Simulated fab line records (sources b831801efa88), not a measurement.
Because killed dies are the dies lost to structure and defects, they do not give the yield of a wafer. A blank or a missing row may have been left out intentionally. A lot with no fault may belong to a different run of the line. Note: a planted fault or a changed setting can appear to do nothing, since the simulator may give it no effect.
Matching of chambers ; flow gf180mcu ; 3 sister chambers for GF_V3_CVD_00 on hdpcvd-01
The step deposits SiO2, target thk 600 nm, time 100 s. 6 wafers are shown with their chamber, then 10 later ones without.

EACH WAFER AND ITS CHAMBER
wafer;chamber;sih4_flow_sccm (sccm)
L187.4;2;60.08
L188.4;2;60.01
L189.2;0;59.99
L189.4;0;60.17
L190.1;1;60.02
L190.5;1;60.09

WAFERS WITH NO CHAMBER GIVEN
wafer;sih4_flow_sccm (sccm)
L190.6;59.84
L192.2;59.85
L192.4;60.18
L192.6;59.91
L194.1;60.29
L194.5;60.11
L194.6;59.86
L196.1;60.17
L196.3;59.95
L196.5;60.20

THE CHAMBER EACH PASSED THROUGH
wafer;from the rows above;in truth
L190.6;can't be placed: 2 or 1 or 0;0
L192.2;can't be placed: 2 or 1 or 0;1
L192.4;can't be placed: 0 or 1 or 2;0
L192.6;can't be placed: 2 or 1 or 0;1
L194.1;can't be placed: 0 or 1 or 2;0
L194.5;can't be placed: 0 or 1 or 2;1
L194.6;can't be placed: 2 or 1 or 0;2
L196.1;can't be placed: 0 or 1 or 2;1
L196.3;can't be placed: 2 or 1 or 0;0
L196.5;can't be placed: 0 or 1 or 2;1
Correctly placed: 0 of 10. Cannot be placed on the basis of these rows: 10; the candidates contain the true chamber in 10. Wrongly placed: 0.
How it was worked out, from the rows above alone: a wafer's distance from a chamber is the root of the sum, over the readings, of the square of ((its reading less the chamber's mean) divided by the reading's scatter). If the next closest chamber is less than 2 further off than the closest, the wafer can't be placed; otherwise it belongs to the closest. The mean given for a chamber averages the wafers shown for that chamber. How the scatter is found: for the shown wafers, subtract from each reading the mean of its chamber, square and add these, divide the total by (wafers less chambers), then take the root.
